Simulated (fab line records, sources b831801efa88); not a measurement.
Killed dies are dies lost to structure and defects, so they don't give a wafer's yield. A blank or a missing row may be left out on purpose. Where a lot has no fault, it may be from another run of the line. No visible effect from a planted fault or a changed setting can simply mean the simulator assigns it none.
Problem report, 8D (eight disciplines) form, completed by code    flow sky130    the parts of the form that need people (team, actions taken, sign-off) are left out

== 1. THE PROBLEM ==
Mean VIA4_W_RS at SKY_VIA4_RS_MEAS_19: 0.1167 ohm/sq over 3 wafers in 2 lots; fault-free wafers: 0.2274 ohm/sq, standard deviation 0.0023. Relative to the usual mean, that is a shift of -48 standard deviations.
The step: measures by four-point-probe.
Seen first at day 45 16:36 on film metro-03, wafer L724.4. The record has a number at this step for 30 wafers belonging to 10 lots. By rule, "out" or "out of limits" means more than 4 standard deviations away from the usual mean. The rest of the wafers with a number are treated as sound.

== 2. WHAT IT IS AND WHAT IT IS NOT ==
question                     is                            is not
which readings at this step  VIA4_W_RS                     -
which lots                   L724, L726                    L715, L716, L718, L723, L728, L731, L736, L737
which wafers of those lots   L724.4, L726.2, L726.3        L724.1, L724.5, L726.5
read on which gauges         film metro-03, film metro-04  film metro-02
when                         from day 45 16:36             up to then (14 sound wafers); but 13 sound wafers of L726, L728, L731, L736, L737 came after

== 3. THE SUSPECTS, EACH WITH WHAT RULES IT OUT ==
Counting: a tool at a process step up to the reading stays a suspect if it ran every lot that is out. Sound lots after the first of them don't rule it out here, since some wafers of a struck lot are sound.
- ruled out: the gauge at SKY_VIA4_RS_MEAS_19. 2 gauges (film metro-03, film metro-04) read the wafers that are out.
- cvd w-01 at SKY_VIA4_CVD_18 (deposits W, target thk 505 nm, time 152.14 s): kept. It ran every lot that is out, first L724 (day 45 16:27).
Remaining after the count: cvd w-01 at SKY_VIA4_CVD_18.

== 4. THE CAUSE (what the simulator had put in) ==
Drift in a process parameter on cvd w-01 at SKY_VIA4_CVD_18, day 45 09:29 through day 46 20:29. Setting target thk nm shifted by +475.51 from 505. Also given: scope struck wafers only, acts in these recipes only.
Counting left only this tool.

== 5. THE CHAIN OF EFFECTS, in route order ==
Rows list readings where the struck wafers' mean (over those with a number) sits beyond 3 standard deviations from the usual. Readings are gone through only where the record gives a usual standard deviation; hours: the median, over the lots, of the time from a lot's start at the first step in this table giving one to that lot's start at this step; sigmas: the change measured in usual standard deviations.
hours  step                 reading             usual          on struck wafers  change   sigmas
0      SKY_VIA4_RS_MEAS_19  VIA4_W_RS           0.2274 ohm/sq  0.1167            -0.1107  -48
10     SKY_VIA4_CMP_21      time to endpoint s  125 s          237               +112     +16
Its process steps:
- SKY_VIA4_CMP_21: polishes, stops on SiO2, t overpolish 25 s, target thk 0 nm.

== 6. WHAT WOULD HAVE CAUGHT IT SOONER ==
The first out-of-limits reading at a measuring or inspecting step in this record came at day 45 16:36, 7 hours after the fault's start at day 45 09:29.
No tool reading at SKY_VIA4_CVD_18 that has a usual standard deviation in the record was out on any struck wafer, so an alarm limit of 4 standard deviations on those readings would not have fired.
L726, from the lots that are out (2), started SKY_VIA4_CVD_18 on cvd w-01 later than day 45 16:36. Putting the tool on hold at that point would have spared it.
